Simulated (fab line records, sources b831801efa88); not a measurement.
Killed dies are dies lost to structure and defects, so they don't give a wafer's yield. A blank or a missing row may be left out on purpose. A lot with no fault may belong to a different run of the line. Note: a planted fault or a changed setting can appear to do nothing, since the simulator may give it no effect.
One fault through the eyes of 2 desks    flow sky130    numbers are kept per desk, each desk with only its own; the story behind them comes last

== DESK OF THE TOOL OWNER: cmp-01 ==
The tool's own readings at SKY_VIA1_CMP_02 (polishes SiO2): means of the sampled wafers that have a number, for each lot that ran on this tool. The brackets show how far a lot's mean lies from the usual mean; more than 4 standard deviations puts the lot out of limits, marked OUT.
Columns: A = motor_current_A at SKY_VIA1_CMP_02, usual 12.4 A; B = platen_rpm at SKY_VIA1_CMP_02, usual 60.00 rpm
lot   first seen here  A     B
L549  day 33 02:01     13.2  60.05
L551  day 33 09:04     12.9  59.96
L552  day 33 15:19     13.5  60.00
L553  day 34 09:49     13.2  60.00
L559  day 35 23:02     13.5  57.99 (-54) OUT
L561  day 36 19:19     13.5  54.00 (-99 or more) OUT
L568  day 39 11:11     13.1  59.98
L571  day 39 15:23     13.8  59.97
This desk's finding: out of limits on L559, L561; first on L559, day 35 23:02 (platen_rpm at SKY_VIA1_CMP_02). L549, L551, L552, L553, L568, L571: within limits.

== METROLOGY DESK ==
What the gauges read, lot by lot, whatever tool the lot ran on: means of the sampled wafers that have a number. The brackets show how far a lot's mean lies from the usual mean; more than 4 standard deviations puts the lot out of limits, marked OUT.
Columns: A = CONTACT_W_RS at SKY_CONTACT_RS_MEAS_25, usual 0.339 ohm/sq; B = cd_nm at SKY_VIA1_CD_MEAS_12, usual 150.0 nm
lot   first seen here  A      B
L549  day 31 21:50     0.336  148.8
L551  day 32 04:32     0.339  149.7
L550  day 32 05:21     0.341  146.8
L552  day 32 11:11     0.338  148.9
L553  day 33 05:12     0.339  148.2
L559  day 34 18:51     0.343  152.9
L561  day 35 14:50     0.339  148.1
L567  day 37 14:12     0.340  150.2
L566  day 38 06:10     0.339  152.9
L569  day 38 06:59     0.344  149.7
L568  day 38 07:19     0.342  150.0
L571  day 38 12:59     0.341  150.6
L570  day 38 13:28     0.338  152.4
L572  day 38 18:41     0.337  149.7
This desk's verdict: no lot among the 14 shows anything out of limits.

== PUT TOGETHER ==
On L559, L561, at day 35 23:02, an alarm was possible from the tool owner's desk.
At the metrology desk, nothing out of limits was observed.
The metrology desk has L559, L561 on record, within its limits.
Of the lots named, all ran SKY_VIA1_CMP_02 on cmp-01.

== WHAT THE SIMULATOR PUT IN ==
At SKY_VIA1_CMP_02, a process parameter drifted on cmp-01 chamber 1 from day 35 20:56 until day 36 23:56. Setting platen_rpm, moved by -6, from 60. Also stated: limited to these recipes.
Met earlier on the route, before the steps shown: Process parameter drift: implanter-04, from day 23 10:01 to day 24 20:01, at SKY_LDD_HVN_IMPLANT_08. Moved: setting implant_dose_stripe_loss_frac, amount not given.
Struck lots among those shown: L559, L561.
Each desk's first reading out of limits, in hours after the fault started: the tool owner's desk, 2.
